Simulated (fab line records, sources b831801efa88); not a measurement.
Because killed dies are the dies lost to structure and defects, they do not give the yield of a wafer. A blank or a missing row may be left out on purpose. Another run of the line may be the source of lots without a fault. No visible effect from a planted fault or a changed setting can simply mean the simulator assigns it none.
Which tool was responsible?	flow gf180mcu	11 lots, 33 wafers sampled, at 4 steps of a route of 602

## WHAT THE GAUGES SHOWED, per wafer
GF_V5_CD_MEAS_14 targets a cd of 260 nm.
lot	measured	on	cd_nm (nm)
L345	day 27 07:38	cd_sem-01	261.6 261.6 260.6
L349	day 28 06:37	cd_sem-02	261.1 260.1 260.0
L351	day 29 01:41	cd_sem-01	260.0 258.7 259.0
L353	day 29 20:00	cd_sem-01	261.0 261.3 261.8
L355	day 30 11:49	cd_sem-01	259.9 260.0 259.6
L356	day 30 21:10	cd_sem-02	259.2 259.0 258.3
L357	day 31 08:40	cd_sem-01	260.6 259.4 260.8
L360	day 32 02:22	cd_sem-01	259.4 261.3 261.0
L361	day 32 06:22	cd_sem-01	259.6 259.6 260.6
L367	day 33 06:26	cd_sem-01	273.4 274.5 274.7
L368	day 33 09:16	cd_sem-01	273.6 272.9 272.7

## WHICH TOOL RAN EACH LOT (tool, then ch and the chambers of the sampled wafers, then the start)
lot	GF_MIM_SPUTTER_08	GF_MIM_STRIP_20	GF_V5_EXPOSE_11
L345	pvd_sputter-04, day 24 16:42	plasma_asher-03 ch 0,1, day 25 13:53	krf_scanner-02 ch 0, day 26 22:28
L349	pvd_sputter-04, day 25 17:55	plasma_asher-04 ch 0,1, day 26 14:22	krf_scanner-02 ch 0, day 27 21:29
L351	pvd_sputter-04, day 26 12:31	plasma_asher-02 ch 0,1, day 27 08:44	krf_scanner-02 ch 0, day 28 16:47
L353	pvd_sputter-01, day 27 07:32	plasma_asher-02 ch 0,1, day 28 03:36	krf_scanner-02 ch 0, day 29 10:51
L355	pvd_sputter-04, day 28 01:11	plasma_asher-02 ch 0,1, day 28 20:22	krf_scanner-02 ch 0, day 30 02:46
L356	pvd_sputter-03, day 28 11:03	plasma_asher-02 ch 0,1, day 29 06:32	krf_scanner-01 ch 0, day 30 12:37
L357	pvd_sputter-04, day 29 00:15	plasma_asher-04 ch 0,1, day 29 19:29	krf_scanner-01 ch 0, day 31 00:21
L360	pvd_sputter-03, day 29 18:00	plasma_asher-03 ch 0,1, day 30 12:46	krf_scanner-01 ch 0, day 31 17:32
L361	pvd_sputter-03, day 29 23:47	plasma_asher-04 ch 0,1, day 30 18:17	krf_scanner-01 ch 0, day 31 22:38
L367	pvd_sputter-04, day 31 01:50	plasma_asher-02 ch 0,1, day 31 19:34	krf_scanner-02 ch 0, day 32 22:36
L368	pvd_sputter-03, day 31 04:55	plasma_asher-02 ch 0,1, day 31 22:25	krf_scanner-02 ch 0, day 33 01:35
- GF_MIM_SPUTTER_08: material AlCu, target thk 200 nm, time 10.6 s.
- GF_MIM_STRIP_20: strips in O2/N2.
- GF_V5_EXPOSE_11: exposes mask Via5, target cd 260 nm.

## THE ANSWER, worked out from the rows above alone
Rule: the usual values come from the lots themselves. The widest of any qualifying gaps counts: lots, ordered by their means at a reading, are off when they make up no more than a third of the lots, leave a main group of 4 or more, and stand apart from it by 3 or more times the standard deviation of that group's means. Not used: any main group whose means are identical at the precision the tables above print for the reading. Also off: a lot with no number at a reading for which 4 or more lots have one. Any other lot the step has rows for is counted as sound.
Off: L367, L368 (GF_V5_CD_MEAS_14, cd_nm). Mean 260.2 nm and standard deviation 0.79 in the main group.
A tool fits if, at a process step before that reading, it ran every lot that is off, and no sound lot after the first of them. Gauges at GF_V5_CD_MEAS_14: tried the same way as those tools. Can't be told from this: 3 tools fit, plasma_asher-02 at GF_MIM_STRIP_20, krf_scanner-02 at GF_V5_EXPOSE_11, cd_sem-01 at GF_V5_CD_MEAS_14.

## WHAT HAD BEEN PUT IN BY THE SIMULATOR
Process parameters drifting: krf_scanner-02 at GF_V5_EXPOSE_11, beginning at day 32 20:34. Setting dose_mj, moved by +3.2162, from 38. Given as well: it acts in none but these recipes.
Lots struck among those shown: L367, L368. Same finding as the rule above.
